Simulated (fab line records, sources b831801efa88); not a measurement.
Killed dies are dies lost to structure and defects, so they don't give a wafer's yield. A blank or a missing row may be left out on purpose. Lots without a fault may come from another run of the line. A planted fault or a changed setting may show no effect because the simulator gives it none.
Chamber matching | flow gf180mcu | GF_V5_CMP_26 on cmp-02: 4 sister chambers
The step polishes, stops on SiO2, t overpolish 15 s, target thk 0 nm. 4 wafers are shown with their chamber, then 9 later ones without.

WAFERS WITH THEIR CHAMBER
wafer  | chamber | motor_current_A (A)
L791.1 | 2       | 9.7
L795.1 | 0       | 11.9
L795.4 | 1       | 11.0
L795.5 | 3       | 11.0

WAFERS WITHOUT THEIR CHAMBER
wafer  | motor_current_A (A)
L797.1 | 11.6
L797.3 | 10.9
L797.4 | 10.6
L800.4 | 12.8
L800.5 | 10.2
L800.6 | 12.0
L801.2 | 12.2
L801.4 | 10.6
L801.5 | 11.8

WHICH CHAMBER EACH WENT THROUGH
wafer  | from the rows above          | in truth
L797.1 | can't be placed: 0 or 1 or 3 | 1
L797.3 | can't be placed: 1 or 3      | 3
L797.4 | can't be placed: 1 or 3 or 2 | 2
L800.4 | 0                            | 0
L800.5 | can't be placed: 2 or 1 or 3 | 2
L800.6 | 0                            | 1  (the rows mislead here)
L801.2 | 0                            | 0
L801.4 | can't be placed: 1 or 3 or 2 | 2
L801.5 | can't be placed: 0 or 1 or 3 | 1
Placed correctly: 2 of 9. Can't be placed from these rows: 6 (the true chamber is among the candidates in 6). Placed wrongly: 1.
How it was worked out, from the rows above alone: a wafer's distance from a chamber is the root of the sum, over the readings, of the square of ((its reading less the chamber's mean) divided by the reading's scatter). The wafer belongs to the nearest chamber; if the next one is less than 2 further off, it can't be placed. A chamber's mean is the mean of its shown wafers. The scatter: with one shown wafer a chamber, the root of the mean of the squares of how far each hidden wafer lies from its nearest shown one.
